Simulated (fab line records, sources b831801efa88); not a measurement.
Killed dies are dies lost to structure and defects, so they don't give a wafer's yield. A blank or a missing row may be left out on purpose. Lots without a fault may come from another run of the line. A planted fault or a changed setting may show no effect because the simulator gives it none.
Split-lot experiment | flow sky130 | 5 lots, 23 wafers read, on a route of 708 steps

THE SPLIT
At SKY_SD_P_SOFTBAKE_03 (time 60 s), the setting temp_c was moved away from the recipe's 90 C on 10 of the 23 wafers read, by -1.1% to +3.9%. The other wafers ran this setting at the recipe's value.

FROM THE SPLIT TO THE READING: what the file shows between them, 2 steps
- SKY_SD_P_EXPOSE_04: exposes mask PSDM, target cd 380 nm
- SKY_SD_P_PEB_05

THE READING
NOVOLAK_of_SD_P_COAT_02.thk_nm (the simulator's own value, which no gauge read), in nm, at SKY_SD_P_DEVELOP_06 (develop time 60 s). The file gives no usual value for it. The 13 wafers here that ran the recipe average 1139 nm, standard deviation 4.3 nm.

wafer  | tool, chamber at the split | temp_c as run, C | against the recipe | NOVOLAK_of_SD_P_COAT_02.thk_nm, nm | against lot-mates on the recipe
L074.1 | litho_track-03, 0          | 88.99            | -1.1%              | 1145                               | +7
L074.2 | litho_track-03, 0          | 90               | recipe             | 1138                               | -
L074.6 | litho_track-03, 0          | 90               | recipe             | 1138                               | -
L074.4 | litho_track-03, 0          | 88.99            | -1.1%              | 1138                               | +0
L074.5 | litho_track-03, 0          | 88.99            | -1.1%              | 1138                               | +0
L078.1 | litho_track-04, 0          | 90               | recipe             | 1138                               | -
L078.2 | litho_track-04, 0          | 90               | recipe             | 1142                               | -
L078.3 | litho_track-04, 0          | 93.55            | +3.9%              | 1129                               | -11
L078.5 | litho_track-04, 0          | 93.55            | +3.9%              | 1129                               | -11
L078.6 | litho_track-04, 0          | 93.55            | +3.9%              | 1128                               | -12
L080.1 | litho_track-03, 0          | 90               | recipe             | 1132                               | -
L080.3 | litho_track-03, 0          | 90               | recipe             | 1135                               | -
L080.6 | litho_track-03, 0          | 90               | recipe             | 1134                               | -
L082.1 | litho_track-04, 0          | 90               | recipe             | 1138                               | -
L082.3 | litho_track-04, 0          | 90               | recipe             | 1138                               | -
L082.4 | litho_track-04, 0          | 90               | recipe             | 1141                               | -
L082.5 | litho_track-04, 0          | 92.3             | +2.6%              | 1132                               | -7
L082.6 | litho_track-04, 0          | 92.3             | +2.6%              | 1133                               | -6
L085.1 | litho_track-04, 0          | 90               | recipe             | 1149                               | -
L085.2 | litho_track-04, 0          | 89.01            | -1.1%              | 1145                               | +0
L085.4 | litho_track-04, 0          | 90               | recipe             | 1144                               | -
L085.5 | litho_track-04, 0          | 89.01            | -1.1%              | 1149                               | +4
L085.6 | litho_track-04, 0          | 90               | recipe             | 1142                               | -

THE FIT
A straight line over all 23 wafers: NOVOLAK_of_SD_P_COAT_02.thk_nm changes by -2.76 nm for each +1% of temp_c; r = -0.76; the points scatter about the line by 4 nm.
The same after taking each lot's own level away (the mean of its wafers on the recipe; 23 wafers): -2.68 nm for each +1%; r = -0.91; scatter 2.1 nm.
On that fit, the largest move of temp_c shifts the reading by 11 nm.
The lots' own levels span 1133.7 to 1145.0 nm, that is 2.6 times the standard deviation above.
So the lot-to-lot level blurs the effect unless lot-mates are compared.
Check: with one of the wafers moved furthest among these (+3.9%) left out of the fit, the line predicts -10.8 nm for it against its lot-mates. It came out at -11 nm against them.

OTHER SPLITS ON THESE WAFERS
These wafers also went through other splits before the reading. Each is held against what the fit with the lots' levels taken away leaves over:
other split on the same wafers     | wafers away from the commonest value | r with NOVOLAK_of_SD_P_COAT_02.thk_nm (lot level and that fit taken away)
SKY_LDD_LDN_IMPLANT_08 dose_cm2    | 7                                    | +0.19
SKY_POLY_CUT_COAT_02 resist_thk_nm | 5                                    | +0.19

THE FILE'S OWN FIT
NOVOLAK_of_SD_P_COAT_02.thk_nm changes by -2.74 nm for each +1% of temp_c, r = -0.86.
